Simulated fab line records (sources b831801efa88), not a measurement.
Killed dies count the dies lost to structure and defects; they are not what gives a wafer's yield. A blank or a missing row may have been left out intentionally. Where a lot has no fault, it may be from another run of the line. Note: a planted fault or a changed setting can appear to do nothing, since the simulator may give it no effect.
Which tool is to blame? / flow gf180mcu / Sampling: 14 lots, 40 wafers, 6 of 602 route steps

== WHAT THE GAUGES READ, wafer by wafer ==
GF_HV_LDD_CD_MEAS_07: target cd 400 nm. Usual: 400.0 nm for cd_nm, sd 1.7.
lot=L323; measured=day 9 22:48; on=cd_sem-01; cd_nm (nm)=396.8 399.6 398.3; flag=
lot=L324; measured=day 10 05:06; on=cd_sem-01; cd_nm (nm)=399.4 399.6 400.0; flag=
lot=L325; measured=day 10 13:40; on=cd_sem-02; cd_nm (nm)=401.1 401.4 399.8; flag=
lot=L327; measured=day 11 05:11; on=cd_sem-01; cd_nm (nm)=400.1 399.5 398.7; flag=
lot=L328; measured=day 11 14:01; on=cd_sem-01; cd_nm (nm)=401.7 401.2 403.0; flag=
lot=L329; measured=day 11 22:26; on=cd_sem-01; cd_nm (nm)=400.0 399.5 399.2; flag=
lot=L330; measured=day 12 05:20; on=cd_sem-02; cd_nm (nm)=400.0 401.0 402.4; flag=
lot=L331; measured=day 12 13:07; on=cd_sem-02; cd_nm (nm)=401.0 402.1 401.5; flag=
lot=L333; measured=day 13 04:08; on=cd_sem-01; cd_nm (nm)=401.0 401.5 403.0; flag=
lot=L337; measured=day 14 06:38; on=cd_sem-02; cd_nm (nm)=398.5 401.7 398.9; flag=
lot=L339; measured=day 15 00:05; on=cd_sem-01; cd_nm (nm)=397.3 396.9; flag=
lot=L340; measured=day 15 05:32; on=cd_sem-02; cd_nm (nm)=399.0 398.2; flag=
lot=L345; measured=day 16 19:01; on=cd_sem-01; cd_nm (nm)=400.1 399.0 400.2; flag=
lot=L346; measured=day 17 00:07; on=cd_sem-02; cd_nm (nm)=400.4 398.9 398.8; flag=

GF_HV_LDD_CD_MEAS_31: target cd 400 nm. Usual: 398.5 nm for cd_nm, sd 1.8.
lot=L323; measured=day 11 12:04; on=cd_sem-01; cd_nm (nm)=399.0 399.7 399.7; flag=
lot=L324; measured=day 11 18:09; on=cd_sem-01; cd_nm (nm)=400.3 398.0 398.3; flag=
lot=L325; measured=day 12 03:29; on=cd_sem-02; cd_nm (nm)=402.3 402.5 401.4; flag=
lot=L327; measured=day 12 19:45; on=cd_sem-02; cd_nm (nm)=398.5 399.9 400.3; flag=
lot=L328; measured=day 13 05:13; on=cd_sem-02; cd_nm (nm)=399.5 399.9 398.9; flag=
lot=L329; measured=day 13 14:26; on=cd_sem-01; cd_nm (nm)=397.0 399.5 397.3; flag=
lot=L330; measured=day 13 21:50; on=cd_sem-01; cd_nm (nm)=395.8 396.9 395.4; flag=
lot=L331; measured=day 14 05:43; on=cd_sem-02; cd_nm (nm)=400.1 399.5 398.4; flag=
lot=L333; measured=day 14 21:50; on=cd_sem-01; cd_nm (nm)=398.9 399.5 400.5; flag=
lot=L337; measured=day 16 03:25; on=cd_sem-02; cd_nm (nm)=399.4 401.2 401.3; flag=
lot=L339; measured=day 16 20:16; on=cd_sem-02; cd_nm (nm)=398.1 398.8; flag=
lot=L340; measured=day 17 03:01; on=cd_sem-01; cd_nm (nm)=399.9 398.2; flag=
lot=L345; measured=day 18 16:58; on=cd_sem-02; cd_nm (nm)=394.5 395.6 396.2; flag=
lot=L346; measured=day 18 23:37; on=cd_sem-01; cd_nm (nm)=395.9 396.6 398.4; flag=

GF_HV_LDD_CD_MEAS_46: target cd 400 nm. Usual: 399.4 nm for cd_nm, sd 2.1.
lot=L323; measured=day 12 07:56; on=cd_sem-02; cd_nm (nm)=396.1 398.1 396.0; flag=
lot=L324; measured=day 12 14:17; on=cd_sem-02; cd_nm (nm)=398.5 397.5 396.9; flag=
lot=L325; measured=day 13 00:02; on=cd_sem-01; cd_nm (nm)=401.7 398.2 400.8; flag=
lot=L327; measured=day 13 16:43; on=cd_sem-01; cd_nm (nm)=397.2 397.4 396.8; flag=
lot=L328; measured=day 14 03:11; on=cd_sem-02; cd_nm (nm)=402.1 401.6 403.8; flag=
lot=L329; measured=day 14 12:16; on=cd_sem-02; cd_nm (nm)=403.1 399.6 403.3; flag=
lot=L330; measured=day 14 20:07; on=cd_sem-02; cd_nm (nm)=400.2 398.3 400.4; flag=
lot=L331; measured=day 15 03:30; on=cd_sem-01; cd_nm (nm)=399.7 402.0 403.8; flag=
lot=L333; measured=day 15 20:03; on=cd_sem-01; cd_nm (nm)=395.9 393.0 395.4; flag=
lot=L337; measured=day 17 02:40; on=cd_sem-02; cd_nm (nm)=401.2 501.4 500.8; flag=OFF
lot=L339; measured=day 17 20:05; on=cd_sem-01; cd_nm (nm)=501.3 398.4; flag=OFF
lot=L340; measured=day 18 03:02; on=cd_sem-02; cd_nm (nm)=499.0 397.3; flag=OFF
lot=L345; measured=day 19 18:08; on=cd_sem-01; cd_nm (nm)=399.7 402.1 400.0; flag=
lot=L346; measured=day 20 00:55; on=cd_sem-01; cd_nm (nm)=396.9 396.9 396.3; flag=

GF_PSD_RS_MEAS_14: measures by four-point-probe. Usual: NSD_RS gives 46.14 ohm/sq (standard deviation 0.1).
lot=L323; measured=day 14 04:20; on=film_metro-02; NSD_RS (ohm/sq)=46.16 46.26 46.34; flag=
lot=L324; measured=day 14 10:45; on=film_metro-04; NSD_RS (ohm/sq)=46.11 46.02 46.14; flag=
lot=L325; measured=day 14 21:50; on=film_metro-02; NSD_RS (ohm/sq)=46.07 46.16 46.13; flag=
lot=L327; measured=day 15 15:13; on=film_metro-02; NSD_RS (ohm/sq)=46.28 46.16 46.26; flag=
lot=L328; measured=day 16 02:31; on=film_metro-02; NSD_RS (ohm/sq)=46.10 46.19 46.13; flag=
lot=L329; measured=day 16 12:11; on=film_metro-01; NSD_RS (ohm/sq)=46.24 46.14 46.13; flag=
lot=L330; measured=day 16 21:12; on=film_metro-02; NSD_RS (ohm/sq)=46.13 46.21 46.24; flag=
lot=L331; measured=day 17 04:20; on=film_metro-02; NSD_RS (ohm/sq)=46.19 46.29 46.29; flag=
lot=L333; measured=day 17 21:48; on=film_metro-04; NSD_RS (ohm/sq)=46.14 46.15 46.09; flag=
lot=L337; measured=day 19 07:22; on=film_metro-04; NSD_RS (ohm/sq)=46.15 46.25 46.12; flag=
lot=L339; measured=day 20 01:25; on=film_metro-01; NSD_RS (ohm/sq)=46.07 46.06; flag=
lot=L340; measured=day 20 06:49; on=film_metro-01; NSD_RS (ohm/sq)=46.04 46.09; flag=
lot=L345; measured=day 21 22:04; on=film_metro-02; NSD_RS (ohm/sq)=46.27 46.23 46.22; flag=
lot=L346; measured=day 22 04:27; on=film_metro-04; NSD_RS (ohm/sq)=46.15 46.15 46.22; flag=

== EACH LOT AND THE TOOL THAT RAN IT (in order: tool; ch and the chambers of the sampled wafers; start) ==
lot=L323; GF_HV_LDD_COAT_41=litho_track-02 ch 0, day 11 22:06; GF_HV_LDD_STRIP_49=plasma_asher-01 ch 0,1, day 12 08:15
lot=L324; GF_HV_LDD_COAT_41=litho_track-01 ch 0, day 12 04:05; GF_HV_LDD_STRIP_49=plasma_asher-04 ch 0,1, day 12 14:36
lot=L325; GF_HV_LDD_COAT_41=litho_track-01 ch 0, day 12 13:43; GF_HV_LDD_STRIP_49=plasma_asher-04 ch 0,1, day 13 00:20
lot=L327; GF_HV_LDD_COAT_41=litho_track-01 ch 0, day 13 06:23; GF_HV_LDD_STRIP_49=plasma_asher-03 ch 0,1, day 13 17:02
lot=L328; GF_HV_LDD_COAT_41=litho_track-01 ch 0, day 13 16:07; GF_HV_LDD_STRIP_49=plasma_asher-04 ch 0,1, day 14 03:28
lot=L329; GF_HV_LDD_COAT_41=litho_track-04 ch 0, day 14 01:16; GF_HV_LDD_STRIP_49=plasma_asher-01 ch 0,1, day 14 12:35
lot=L330; GF_HV_LDD_COAT_41=litho_track-01 ch 0, day 14 09:19; GF_HV_LDD_STRIP_49=plasma_asher-03 ch 0,1, day 14 20:26
lot=L331; GF_HV_LDD_COAT_41=litho_track-02 ch 0, day 14 16:48; GF_HV_LDD_STRIP_49=plasma_asher-01 ch 0,1, day 15 03:50
lot=L333; GF_HV_LDD_COAT_41=litho_track-01 ch 0, day 15 08:41; GF_HV_LDD_STRIP_49=plasma_asher-01 ch 0,1, day 15 20:22
lot=L337; GF_HV_LDD_COAT_41=litho_track-01 ch 0, day 16 15:34; GF_HV_LDD_STRIP_49=plasma_asher-01 ch 0,1, day 17 02:57
lot=L339; GF_HV_LDD_COAT_41=litho_track-01 ch 0, day 17 07:41; GF_HV_LDD_STRIP_49=plasma_asher-04 ch 1, day 17 20:23
lot=L340; GF_HV_LDD_COAT_41=litho_track-01 ch 0, day 17 15:26; GF_HV_LDD_STRIP_49=plasma_asher-03 ch 0, day 18 03:20
lot=L345; GF_HV_LDD_COAT_41=litho_track-04 ch 0, day 19 05:35; GF_HV_LDD_STRIP_49=plasma_asher-01 ch 0,1, day 19 18:26
lot=L346; GF_HV_LDD_COAT_41=litho_track-02 ch 0, day 19 12:32; GF_HV_LDD_STRIP_49=plasma_asher-03 ch 1, day 20 01:12
- GF_HV_LDD_COAT_41: resist thk 1000 nm.
- GF_HV_LDD_STRIP_49: strips in O2/N2.

== AS READ BY THE TOOLS THEMSELVES (means over the sampled wafers that have a number; for cases with no such wafer, the mark the record gives instead) ==
GF_HV_LDD_STRIP_49. Usual: drypump_motor_current_A 5.9 A, standard deviation 0.46; heater_power_w 325 W, standard deviation 28; oes_product_au 0.716 a.u., standard deviation 0.005; strip_time_to_endpoint_s 12.63 s, standard deviation 0.035.
lot=L323; tool=plasma_asher-01; drypump_motor_current_A (A)=5.8; heater_power_w (W)=292; oes_product_au (a.u.)=0.719; strip_time_to_endpoint_s (s)=12.58; flag=
lot=L324; tool=plasma_asher-04; drypump_motor_current_A (A)=6.1; heater_power_w (W)=322; oes_product_au (a.u.)=0.719; strip_time_to_endpoint_s (s)=12.69; flag=
lot=L325; tool=plasma_asher-04; drypump_motor_current_A (A)=6.3; heater_power_w (W)=327; oes_product_au (a.u.)=0.718; strip_time_to_endpoint_s (s)=12.60; flag=
lot=L327; tool=plasma_asher-03; drypump_motor_current_A (A)=5.8; heater_power_w (W)=355; oes_product_au (a.u.)=0.713; strip_time_to_endpoint_s (s)=12.64; flag=
lot=L328; tool=plasma_asher-04; drypump_motor_current_A (A)=6.3; heater_power_w (W)=324; oes_product_au (a.u.)=0.713; strip_time_to_endpoint_s (s)=12.64; flag=
lot=L329; tool=plasma_asher-01; drypump_motor_current_A (A)=5.5; heater_power_w (W)=311; oes_product_au (a.u.)=0.712; strip_time_to_endpoint_s (s)=12.63; flag=
lot=L330; tool=plasma_asher-03; drypump_motor_current_A (A)=5.5; heater_power_w (W)=352; oes_product_au (a.u.)=0.715; strip_time_to_endpoint_s (s)=12.65; flag=
lot=L331; tool=plasma_asher-01; drypump_motor_current_A (A)=5.8; heater_power_w (W)=292; oes_product_au (a.u.)=0.713; strip_time_to_endpoint_s (s)=12.61; flag=
lot=L333; tool=plasma_asher-01; drypump_motor_current_A (A)=5.8; heater_power_w (W)=289; oes_product_au (a.u.)=0.717; strip_time_to_endpoint_s (s)=12.68; flag=
lot=L337; tool=plasma_asher-01; drypump_motor_current_A (A)=5.8; heater_power_w (W)=289; oes_product_au (a.u.)=0.522; strip_time_to_endpoint_s (s)=7.30; flag=OFF
lot=L339; tool=plasma_asher-04; drypump_motor_current_A (A)=6.5; heater_power_w (W)=323; oes_product_au (a.u.)=0.572; strip_time_to_endpoint_s (s)=8.68; flag=OFF
lot=L340; tool=plasma_asher-03; drypump_motor_current_A (A)=6.0; heater_power_w (W)=356; oes_product_au (a.u.)=0.574; strip_time_to_endpoint_s (s)=8.66; flag=OFF
lot=L345; tool=plasma_asher-01; drypump_motor_current_A (A)=5.5; heater_power_w (W)=306; oes_product_au (a.u.)=0.715; strip_time_to_endpoint_s (s)=12.58; flag=
lot=L346; tool=plasma_asher-03; drypump_motor_current_A (A)=5.3; heater_power_w (W)=343; oes_product_au (a.u.)=0.712; strip_time_to_endpoint_s (s)=12.66; flag=

== THE ANSWER, worked out from the rows above alone ==
Rule: a lot counts as off when the mean over its wafers that have a number is more than 3 standard deviations away from the usual mean. Also off: a lot with no number at a reading for which 4 or more lots have one. All remaining lots with rows at the step are treated as sound. After the gauges, taken in route order, come the tools' own readings; for these a lot's mean is taken, as printed above. The first step at which some lot is off is used, and at that step the reading that is off furthest; a lot without a number counts as furthest.
Off: L337, L339, L340 (GF_HV_LDD_CD_MEAS_46, cd_nm).
A tool fits if, at a process step before that reading, it ran every lot that is off, and no sound lot after the first of them. Not tried: the gauges at GF_HV_LDD_CD_MEAS_46; whatever is off there is also off at GF_HV_LDD_STRIP_49, on other tools, and gauge error can't account for it. One candidate fits, namely litho_track-01 at GF_HV_LDD_COAT_41. Its last sound lot is L333 (day 15 08:41), its first lot that is off L337 (day 16 15:34): a fault that began between those two fits.

== WHAT WAS PUT IN BY THE SIMULATOR ==
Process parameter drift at GF_HV_LDD_COAT_41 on litho_track-01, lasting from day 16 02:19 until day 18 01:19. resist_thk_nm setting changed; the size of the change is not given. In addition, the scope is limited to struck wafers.
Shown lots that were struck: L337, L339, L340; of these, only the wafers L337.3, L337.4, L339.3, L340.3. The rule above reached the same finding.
